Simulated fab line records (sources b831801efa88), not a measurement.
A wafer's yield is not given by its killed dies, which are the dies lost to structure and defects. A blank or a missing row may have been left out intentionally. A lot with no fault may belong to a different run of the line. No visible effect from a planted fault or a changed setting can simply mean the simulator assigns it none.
Which tool is to blame? / flow gf180mcu / 36 wafers from 12 lots sampled at 5 of the route's 602 steps

## WHAT EACH GAUGE READ, for each wafer
GF_TOP_METAL_CD_MEAS_14 targets a cd of 440 nm.
lot=L764; measured=day 28 02:58; on=cdSem-02; cdNm (nm)=440.3 440.3 439.2
lot=L765; measured=day 28 08:31; on=cdSem-02; cdNm (nm)=442.1 442.7 441.5
lot=L768; measured=day 29 08:50; on=cdSem-02; cdNm (nm)=441.2 441.4 442.7
lot=L777; measured=day 31 18:05; on=cdSem-01; cdNm (nm)=441.8 439.7 441.4
lot=L778; measured=day 32 05:56; on=cdSem-01; cdNm (nm)=438.5 437.0 437.5
lot=L779; measured=day 32 07:43; on=cdSem-01; cdNm (nm)=440.1 441.2 441.2
lot=L780; measured=day 32 09:52; on=cdSem-02; cdNm (nm)=435.8 436.0 437.0
lot=L783; measured=day 33 07:45; on=cdSem-01; cdNm (nm)=439.1 437.3 438.9
lot=L784; measured=day 33 17:53; on=cdSem-02; cdNm (nm)=440.8 439.8 437.6
lot=L785; measured=day 33 21:02; on=cdSem-01; cdNm (nm)=440.5 438.0 437.8
lot=L786; measured=day 34 02:52; on=cdSem-01; cdNm (nm)=440.2 441.3 442.5
lot=L787; measured=day 34 09:57; on=cdSem-01; cdNm (nm)=436.2 436.9 436.2

GF_TOP_METAL_OVL_MEAS_15.
lot=L764; measured=day 28 03:04; on=overlay-01; TOP_METAL_OVL (nm)=-1.5 -1.2 -1.1
lot=L765; measured=day 28 08:37; on=overlay-01; TOP_METAL_OVL (nm)=-2.0 -0.3 -0.6
lot=L768; measured=day 29 08:58; on=overlay-02; TOP_METAL_OVL (nm)=-0.6 -4.4 -0.5
lot=L777; measured=day 31 18:11; on=overlay-01; TOP_METAL_OVL (nm)=-1.3 0.1 1.1
lot=L778; measured=day 32 06:03; on=overlay-02; TOP_METAL_OVL (nm)=-1.0 -1.0 0.4
lot=L779; measured=day 32 07:49; on=overlay-02; TOP_METAL_OVL (nm)=-2.4 -3.3 -2.4
lot=L780; measured=day 32 09:59; on=overlay-01; TOP_METAL_OVL (nm)=-1.7 -2.2 -1.6
lot=L783; measured=day 33 07:50; on=overlay-02; TOP_METAL_OVL (nm)=-2.1 -0.8 0.2
lot=L784; measured=day 33 17:59; on=overlay-01; TOP_METAL_OVL (nm)=-0.8 0.8 2.8
lot=L785; measured=day 33 21:07; on=overlay-02; TOP_METAL_OVL (nm)=-1.2 0.8 -2.6
lot=L786; measured=day 34 02:59; on=overlay-02; TOP_METAL_OVL (nm)=0.6 -0.6 0.4
lot=L787; measured=day 34 10:02; on=overlay-02; TOP_METAL_OVL (nm)=-1.8 -2.1 -1.2

## EACH LOT AND THE TOOL THAT RAN IT (in order: tool; ch and the chambers of the sampled wafers; start)
lot=L764; GF_MIM_SPUTTER_04=pvdSputter-01, day 24 11:17; GF_V5_COAT_09=lithoTrack-02 ch 0, day 26 18:00; GF_V5_STRIP_18=plasmaAsher-02 ch 0,1, day 27 05:35
lot=L765; GF_MIM_SPUTTER_04=pvdSputter-01, day 24 17:56; GF_V5_COAT_09=lithoTrack-02 ch 0, day 27 00:00; GF_V5_STRIP_18=plasmaAsher-04 ch 0,1, day 27 11:05
lot=L768; GF_MIM_SPUTTER_04=pvdSputter-04, day 25 21:22; GF_V5_COAT_09=lithoTrack-02 ch 0, day 28 02:00; GF_V5_STRIP_18=plasmaAsher-02 ch 0,1, day 28 12:33
lot=L777; GF_MIM_SPUTTER_04=pvdSputter-04, day 28 13:34; GF_V5_COAT_09=lithoTrack-01 ch 0, day 30 13:00; GF_V5_STRIP_18=plasmaAsher-02 ch 0,1, day 30 23:05
lot=L778; GF_MIM_SPUTTER_04=pvdSputter-04, day 28 23:50; GF_V5_COAT_09=lithoTrack-02 ch 0, day 31 01:00; GF_V5_STRIP_18=plasmaAsher-04 ch 0,1, day 31 11:34
lot=L779; GF_MIM_SPUTTER_04=pvdSputter-04, day 29 03:41; GF_V5_COAT_09=lithoTrack-01 ch 0, day 31 03:00; GF_V5_STRIP_18=plasmaAsher-03 ch 0,1, day 31 13:35
lot=L780; GF_MIM_SPUTTER_04=pvdSputter-01, day 29 07:28; GF_V5_COAT_09=lithoTrack-01 ch 0, day 31 06:00; GF_V5_STRIP_18=plasmaAsher-02 ch 0,1, day 31 15:46
lot=L783; GF_MIM_SPUTTER_04=pvdSputter-01, day 30 09:52; GF_V5_COAT_09=lithoTrack-03 ch 0, day 32 06:00; GF_V5_STRIP_18=plasmaAsher-02 ch 0,1, day 32 14:28
lot=L784; GF_MIM_SPUTTER_04=pvdSputter-01, day 30 20:28; GF_V5_COAT_09=lithoTrack-02 ch 0, day 32 16:00; GF_V5_STRIP_18=plasmaAsher-03 ch 0,1, day 33 01:26
lot=L785; GF_MIM_SPUTTER_04=pvdSputter-04, day 31 00:07; GF_V5_COAT_09=lithoTrack-03 ch 0, day 32 19:00; GF_V5_STRIP_18=plasmaAsher-02 ch 0,1, day 33 04:22
lot=L786; GF_MIM_SPUTTER_04=pvdSputter-02, day 31 07:11; GF_V5_COAT_09=lithoTrack-01 ch 0, day 33 02:00; GF_V5_STRIP_18=plasmaAsher-04 ch 1, day 33 10:15
lot=L787; GF_MIM_SPUTTER_04=pvdSputter-04, day 31 15:51; GF_V5_COAT_09=lithoTrack-02 ch 0, day 33 09:00; GF_V5_STRIP_18=plasmaAsher-04 ch 0,1, day 33 18:23
- GF_MIM_SPUTTER_04: material TiN, target thk 50 nm, time 41.7 s.
- GF_V5_COAT_09: resist thk 1000 nm.
- GF_V5_STRIP_18: strips in O2/N2.

## AS READ BY THE TOOLS THEMSELVES (means over the sampled wafers that have a number; for cases with no such wafer, the mark the record gives instead)
GF_MIM_SPUTTER_04.
lot=L764; tool=pvdSputter-01; throttleValvePct (%)=31.4
lot=L765; tool=pvdSputter-01; throttleValvePct (%)=30.1
lot=L768; tool=pvdSputter-04; throttleValvePct (%)=30.1
lot=L777; tool=pvdSputter-04; throttleValvePct (%)=29.9
lot=L778; tool=pvdSputter-04; throttleValvePct (%)=30.2
lot=L779; tool=pvdSputter-04; throttleValvePct (%)=29.7
lot=L780; tool=pvdSputter-01; throttleValvePct (%)=30.5
lot=L783; tool=pvdSputter-01; throttleValvePct (%)=31.3
lot=L784; tool=pvdSputter-01; throttleValvePct (%)=30.5
lot=L785; tool=pvdSputter-04; throttleValvePct (%)=30.5
lot=L786; tool=pvdSputter-02; throttleValvePct (%)=29.4
lot=L787; tool=pvdSputter-04; throttleValvePct (%)=29.8

GF_V5_STRIP_18.
lot=L764; tool=plasmaAsher-02; drypumpMotorCurrentA (A)=6.6; heaterPowerW (W)=330; oesProductAu (a.u.)=0.569
lot=L765; tool=plasmaAsher-04; drypumpMotorCurrentA (A)=5.8; heaterPowerW (W)=343; oesProductAu (a.u.)=0.575
lot=L768; tool=plasmaAsher-02; drypumpMotorCurrentA (A)=6.6; heaterPowerW (W)=334; oesProductAu (a.u.)=0.578
lot=L777; tool=plasmaAsher-02; drypumpMotorCurrentA (A)=6.4; heaterPowerW (W)=342; oesProductAu (a.u.)=0.567
lot=L778; tool=plasmaAsher-04; drypumpMotorCurrentA (A)=6.0; heaterPowerW (W)=354; oesProductAu (a.u.)=0.569
lot=L779; tool=plasmaAsher-03; drypumpMotorCurrentA (A)=6.1; heaterPowerW (W)=337; oesProductAu (a.u.)=0.568
lot=L780; tool=plasmaAsher-02; drypumpMotorCurrentA (A)=6.6; heaterPowerW (W)=335; oesProductAu (a.u.)=0.571
lot=L783; tool=plasmaAsher-02; drypumpMotorCurrentA (A)=6.4; heaterPowerW (W)=339; oesProductAu (a.u.)=0.568
lot=L784; tool=plasmaAsher-03; drypumpMotorCurrentA (A)=6.1; heaterPowerW (W)=333; oesProductAu (a.u.)=0.564
lot=L785; tool=plasmaAsher-02; drypumpMotorCurrentA (A)=6.6; heaterPowerW (W)=328; oesProductAu (a.u.)=0.568
lot=L786; tool=plasmaAsher-04; drypumpMotorCurrentA (A)=6.2; heaterPowerW (W)=358; oesProductAu (a.u.)=0.569
lot=L787; tool=plasmaAsher-04; drypumpMotorCurrentA (A)=6.0; heaterPowerW (W)=356; oesProductAu (a.u.)=0.567

## THE ANSWER, worked out from the rows above alone
Rule: the usual values come from the lots themselves. The widest of any qualifying gaps counts: lots, ordered by their means at a reading, are off when they make up no more than a third of the lots, leave a main group of 4 or more, and stand apart from it by 3 or more times the standard deviation of that group's means. A main group whose means are all the same, to the digits that the tables above print for the reading, isn't used. Also off: a lot with no number at a reading for which 4 or more lots have one. Where the step has rows for the other lots, those lots are counted as sound. First the gauges in route order, then the tools' own readings, where a lot's mean is used as printed above. At the first step where some lot is off, the reading lying furthest off is the one used; lots without a number count as furthest.
Nothing can be told from this: no lot is off at any reading shown.

## WHAT WAS PUT IN BY THE SIMULATOR
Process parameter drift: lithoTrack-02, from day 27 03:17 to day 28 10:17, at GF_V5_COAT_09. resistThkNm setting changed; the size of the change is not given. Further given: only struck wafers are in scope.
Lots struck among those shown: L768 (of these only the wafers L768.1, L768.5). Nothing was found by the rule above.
